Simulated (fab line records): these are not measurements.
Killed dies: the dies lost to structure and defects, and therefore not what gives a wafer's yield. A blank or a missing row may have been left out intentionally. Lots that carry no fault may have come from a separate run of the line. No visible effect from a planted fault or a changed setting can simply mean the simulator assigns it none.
What tool caused it? + flow gf180mcu + Sampling: 12 lots, 36 wafers, 6 of 602 route steps

== WHAT EACH GAUGE READ, for each wafer ==
GF_HV_LDD_CD_MEAS_31: target cd 400 nm. Usual: cdNm at 399.4 nm, with a standard deviation of 2.5.
| lot  | measured     | on       | cdNm (nm)         | flag |
|------|--------------|----------|-------------------|------|
| L459 | day 11 18:58 | cdSem-01 | 404.3 402.1 404.2 |      |
| L460 | day 12 00:46 | cdSem-02 | 396.6 398.4 399.8 |      |
| L461 | day 12 04:24 | cdSem-02 | 399.0 401.0 396.8 |      |
| L462 | day 12 11:16 | cdSem-01 | 398.7 398.5 398.6 |      |
| L463 | day 12 16:37 | cdSem-02 | 398.1 399.1 398.1 |      |
| L465 | day 13 07:14 | cdSem-01 | 400.3 400.4 398.9 |      |
| L467 | day 14 01:49 | cdSem-02 | 398.9 398.9 398.1 |      |
| L468 | day 14 09:20 | cdSem-02 | 403.7 402.6 402.3 |      |
| L470 | day 15 00:06 | cdSem-02 | 396.8 396.6 397.7 |      |
| L475 | day 16 17:23 | cdSem-01 | 398.0 399.6 397.1 |      |
| L480 | day 18 09:10 | cdSem-02 | 396.3 397.7 398.4 |      |
| L481 | day 18 14:54 | cdSem-01 | 395.9 398.5 397.1 |      |

GF_HV_LDD_CD_MEAS_46: target cd 400 nm. Usual: cdNm at 400.4 nm, with a standard deviation of 1.9.
| lot  | measured     | on       | cdNm (nm)         | flag |
|------|--------------|----------|-------------------|------|
| L459 | day 12 14:25 | cdSem-02 | 401.6 401.3 401.8 |      |
| L460 | day 12 21:04 | cdSem-01 | 399.9 398.6 398.6 |      |
| L461 | day 13 02:48 | cdSem-02 | 398.6 399.3 398.6 |      |
| L462 | day 13 07:46 | cdSem-02 | 401.3 401.7 401.7 |      |
| L463 | day 13 12:56 | cdSem-01 | 399.9 399.2 400.7 |      |
| L465 | day 14 04:52 | cdSem-01 | 397.2 399.2 399.3 |      |
| L467 | day 15 00:23 | cdSem-02 | 399.3 401.2 398.7 |      |
| L468 | day 15 06:45 | cdSem-02 | 401.0 402.4 402.0 |      |
| L470 | day 15 22:23 | cdSem-02 | 396.3 398.3 397.2 |      |
| L475 | day 17 17:19 | cdSem-02 | 619.2 619.2 617.7 | OFF  |
| L480 | day 19 09:55 | cdSem-02 | 399.1 398.6 401.7 |      |
| L481 | day 19 16:08 | cdSem-02 | 401.0 401.2 400.8 |      |

GF_PSD_CD_MEAS_07: target cd 400 nm. Usual: cdNm at 399.8 nm, with a standard deviation of 2.7.
| lot  | measured     | on       | cdNm (nm)         | flag |
|------|--------------|----------|-------------------|------|
| L459 | day 14 10:37 | cdSem-01 | 393.4 394.2 393.9 |      |
| L460 | day 14 17:22 | cdSem-01 | 397.4 398.7 399.1 |      |
| L461 | day 15 01:56 | cdSem-02 | 399.8 399.1 399.0 |      |
| L462 | day 15 05:54 | cdSem-01 | 395.3 398.2 399.7 |      |
| L463 | day 15 11:02 | cdSem-02 | 400.4 400.2 401.3 |      |
| L465 | day 16 03:29 | cdSem-01 | 397.3 395.8 397.7 |      |
| L467 | day 17 02:23 | cdSem-01 | 400.7 398.0 400.5 |      |
| L468 | day 17 07:14 | cdSem-02 | 397.5 397.6 395.5 |      |
| L470 | day 17 23:41 | cdSem-01 | 396.5 397.4 397.9 |      |
| L480 | day 21 14:19 | cdSem-02 | 399.0 399.3 399.6 |      |
| L481 | day 21 19:20 | cdSem-01 | 400.8 398.6 400.2 |      |

== EACH LOT AND THE TOOL THAT RAN IT (in order: tool; ch and the chambers of the sampled wafers; start) ==
| lot  | GF_VT_IMPLANT_STRIP_42              | GF_HV_LDD_COAT_41                | GF_HV_LDD_STRIP_49                  |
|------|-------------------------------------|----------------------------------|-------------------------------------|
| L459 | plasmaAsher-04 ch 0,1, day 7 16:38  | lithoTrack-01 ch 0, day 12 05:01 | plasmaAsher-02 ch 0,1, day 12 14:43 |
| L460 | plasmaAsher-04 ch 0,1, day 8 01:05  | lithoTrack-01 ch 0, day 12 10:40 | plasmaAsher-01 ch 0,1, day 12 21:22 |
| L461 | plasmaAsher-03 ch 0,1, day 8 02:50  | lithoTrack-01 ch 0, day 12 16:23 | plasmaAsher-04 ch 0,1, day 13 03:07 |
| L462 | plasmaAsher-04 ch 0,1, day 8 08:38  | lithoTrack-02 ch 0, day 12 22:05 | plasmaAsher-02 ch 0,1, day 13 08:04 |
| L463 | plasmaAsher-03 ch 0,1, day 8 12:46  | lithoTrack-02 ch 0, day 13 03:11 | plasmaAsher-02 ch 0,1, day 13 13:13 |
| L465 | plasmaAsher-03 ch 0,1, day 9 03:17  | lithoTrack-02 ch 0, day 13 18:09 | plasmaAsher-04 ch 0,1, day 14 05:10 |
| L467 | plasmaAsher-03 ch 0,1, day 9 15:46  | lithoTrack-01 ch 0, day 14 12:55 | plasmaAsher-02 ch 0,1, day 15 00:40 |
| L468 | plasmaAsher-04 ch 0,1, day 9 23:44  | lithoTrack-01 ch 0, day 14 20:41 | plasmaAsher-01 ch 0,1, day 15 07:04 |
| L470 | plasmaAsher-04 ch 0,1, day 10 11:38 | lithoTrack-02 ch 0, day 15 10:48 | plasmaAsher-01 ch 1, day 15 22:42   |
| L475 | plasmaAsher-02 ch 0,1, day 11 23:53 | lithoTrack-01 ch 0, day 17 05:32 | plasmaAsher-02 ch 0,1, day 17 17:38 |
| L480 | plasmaAsher-04 ch 1, day 13 09:38   | lithoTrack-04 ch 0, day 18 21:57 | plasmaAsher-01 ch 0,1, day 19 10:12 |
| L481 | plasmaAsher-03 ch 0,1, day 13 15:05 | lithoTrack-02 ch 0, day 19 03:27 | plasmaAsher-04 ch 0,1, day 19 16:27 |
- GF_VT_IMPLANT_STRIP_42: strips in O2/N2.
- GF_HV_LDD_COAT_41: resist thk 1000 nm.
- GF_HV_LDD_STRIP_49: strips in O2/N2.

== AS READ BY THE TOOLS THEMSELVES (means over the sampled wafers that have a number; for cases with no such wafer, the mark the record gives instead) ==
GF_VT_IMPLANT_STRIP_42. Usual: drypumpMotorCurrentA 5.5 A, standard deviation 0.53; heaterPowerW 356 W, standard deviation 17; oesProductAu 0.716 a.u., standard deviation 0.0046; platenTempC 250.01 C, standard deviation 0.17; stripTimeToEndpointS 12.63 s, standard deviation 0.032.
| lot  | tool           | drypumpMotorCurrentA (A) | heaterPowerW (W) | oesProductAu (a.u.) | platenTempC (C) | stripTimeToEndpointS (s) | flag |
|------|----------------|--------------------------|------------------|---------------------|-----------------|--------------------------|------|
| L459 | plasmaAsher-04 | 5.0                      | 363              | 0.716               | 250.08          | 12.69                    |      |
| L460 | plasmaAsher-04 | 5.0                      | 367              | 0.718               | 250.01          | 12.61                    |      |
| L461 | plasmaAsher-03 | 5.6                      | 353              | 0.720               | 250.04          | 12.67                    |      |
| L462 | plasmaAsher-04 | 5.0                      | 366              | 0.714               | 250.09          | 12.60                    |      |
| L463 | plasmaAsher-03 | 5.8                      | 360              | 0.719               | 249.79          | 12.63                    |      |
| L465 | plasmaAsher-03 | 5.6                      | 350              | 0.721               | 250.05          | 12.61                    |      |
| L467 | plasmaAsher-03 | 5.7                      | 345              | 0.719               | 250.06          | 12.61                    |      |
| L468 | plasmaAsher-04 | 5.0                      | 350              | 0.715               | 249.98          | 12.64                    |      |
| L470 | plasmaAsher-04 | 5.0                      | 344              | 0.719               | 250.07          | 12.58                    |      |
| L475 | plasmaAsher-02 | 6.3                      | 353              | 0.716               | 249.92          | 12.66                    |      |
| L480 | plasmaAsher-04 | 5.1                      | 380              | 0.719               | 249.80          | 12.65                    |      |
| L481 | plasmaAsher-03 | 5.7                      | 348              | 0.719               | 250.08          | 12.60                    |      |

GF_HV_LDD_STRIP_49. Usual: drypumpMotorCurrentA 5.6 A, standard deviation 0.64; heaterPowerW 349 W, standard deviation 26; oesProductAu 0.716 a.u., standard deviation 0.0047; platenTempC 250.00 C, standard deviation 0.15; stripTimeToEndpointS 12.64 s, standard deviation 0.037.
| lot  | tool           | drypumpMotorCurrentA (A) | heaterPowerW (W) | oesProductAu (a.u.) | platenTempC (C) | stripTimeToEndpointS (s) | flag |
|------|----------------|--------------------------|------------------|---------------------|-----------------|--------------------------|------|
| L459 | plasmaAsher-02 | 6.3                      | 355              | 0.718               | 250.06          | 12.58                    |      |
| L460 | plasmaAsher-01 | 5.2                      | 323              | 0.713               | 249.91          | 12.58                    |      |
| L461 | plasmaAsher-04 | 5.0                      | 350              | 0.717               | 249.85          | 12.65                    |      |
| L462 | plasmaAsher-02 | 6.3                      | 354              | 0.718               | 249.86          | 12.66                    |      |
| L463 | plasmaAsher-02 | 6.0                      | 344              | 0.713               | 250.01          | 12.63                    |      |
| L465 | plasmaAsher-04 | 5.0                      | 367              | 0.715               | 250.00          | 12.64                    |      |
| L467 | plasmaAsher-02 | 6.0                      | 345              | 0.715               | 250.00          | 12.63                    |      |
| L468 | plasmaAsher-01 | 5.3                      | 344              | 0.717               | 250.14          | 12.69                    |      |
| L470 | plasmaAsher-01 | 5.4                      | 371              | 0.717               | 250.05          | 12.62                    |      |
| L475 | plasmaAsher-02 | 6.3                      | 355              | 0.294               | 249.96          | 1.43                     | OFF  |
| L480 | plasmaAsher-01 | 5.3                      | 369              | 0.715               | 249.91          | 12.63                    |      |
| L481 | plasmaAsher-04 | 5.0                      | 362              | 0.717               | 249.97          | 12.66                    |      |

== THE ANSWER, worked out from the rows above alone ==
Rule: a lot is off if the mean of its wafers that have a number lies more than 3 standard deviations from the usual mean. Also off: a lot with no number at a reading for which 4 or more lots have one. Where the step has rows for the other lots, those lots are counted as sound. Order of review: gauges by route order, followed by the tools' own readings, for which a lot's mean as printed above is used. At the first step where some lot is off, the reading lying furthest off is the one used; lots without a number count as furthest.
Off: L475, at GF_HV_LDD_CD_MEAS_46 (cdNm).
If a tool, at a process step before that reading, ran all the lots that are off and no sound lot after the first of them, it fits. The gauges at GF_HV_LDD_CD_MEAS_46 aren't tried: what is off there is off at GF_HV_LDD_STRIP_49 too, on other tools, and a gauge's error can't cause that. Undecided on this evidence; 2 tools fit (plasmaAsher-02 at GF_VT_IMPLANT_STRIP_42, lithoTrack-01 at GF_HV_LDD_COAT_41).

== WHAT THE SIMULATOR HAD PUT IN ==
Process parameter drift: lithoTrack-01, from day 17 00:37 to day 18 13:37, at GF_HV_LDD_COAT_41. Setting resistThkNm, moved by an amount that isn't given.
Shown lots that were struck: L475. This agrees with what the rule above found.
